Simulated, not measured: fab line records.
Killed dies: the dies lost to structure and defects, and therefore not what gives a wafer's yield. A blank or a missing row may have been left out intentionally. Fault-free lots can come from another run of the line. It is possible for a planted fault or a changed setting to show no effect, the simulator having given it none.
Which tool did it? ; flow gf180mcu ; 10 lots, 30 wafers sampled, at 2 steps of a route of 602

## WHAT THE GAUGES READ, wafer by wafer
GF_M5_CD_MEAS_07 targets a cd of 280 nm.
lot;measured;on;cdNm (nm)
L689;day 26 12:56;cdSem-02;281.0 280.0 280.6
L692;day 27 04:37;cdSem-02;279.9 279.3 280.7
L695;day 28 06:08;cdSem-01;280.2 279.8 280.1
L702;day 30 07:44;cdSem-02;278.9 279.5 280.1
L705;day 31 10:23;cdSem-02;282.2 280.4 281.1
L708;day 31 19:47;cdSem-02;281.5 280.6 281.2
L709;day 32 11:03;cdSem-02;280.1 280.5 279.7
L710;day 32 16:33;cdSem-02;281.1 280.2 279.3
L711;day 32 22:16;cdSem-02;278.6 279.5 279.5
L712;day 33 05:29;cdSem-02;279.1 278.4 279.5

## WHAT TOOL EACH LOT RAN ON (gives the tool, then ch and the chambers of the sampled wafers, and finally the start)
lot;GF_V4_CMP_26
L689;cmp-02 ch 0,3, day 24 16:46
L692;cmp-01 ch 0,1,3, day 25 09:37
L695;cmp-02 ch 0,1,2, day 26 13:28
L702;cmp-01 ch 0,2,3, day 28 16:24
L705;cmp-01 ch 2,3, day 29 21:39
L708;cmp-01 ch 0,1, day 30 07:46
L709;cmp-01 ch 0,2, day 30 23:24
L710;cmp-01 ch 0,1,3, day 31 05:36
L711;cmp-01 ch 1,2, day 31 11:50
L712;cmp-02 ch 1,3, day 31 20:08
- GF_V4_CMP_26: polishes, stops on SiO2, t overpolish 15 s, target thk 0 nm.

## THE ANSWER, worked out from the rows above alone
Rule: the usual values come from the lots themselves. The widest of any qualifying gaps counts: lots, ordered by their means at a reading, are off when they make up no more than a third of the lots, leave a main group of 4 or more, and stand apart from it by 3 or more times the standard deviation of that group's means. The tables above print the reading to a certain number of digits; a main group whose means all agree to those digits is not used. Also off: a lot with no number at a reading for which 4 or more lots have one. Where the step has rows for the other lots, those lots are counted as sound.
Across all readings shown, no lot is off: no conclusion can be drawn from this.

## WHAT THE SIMULATOR PUT IN
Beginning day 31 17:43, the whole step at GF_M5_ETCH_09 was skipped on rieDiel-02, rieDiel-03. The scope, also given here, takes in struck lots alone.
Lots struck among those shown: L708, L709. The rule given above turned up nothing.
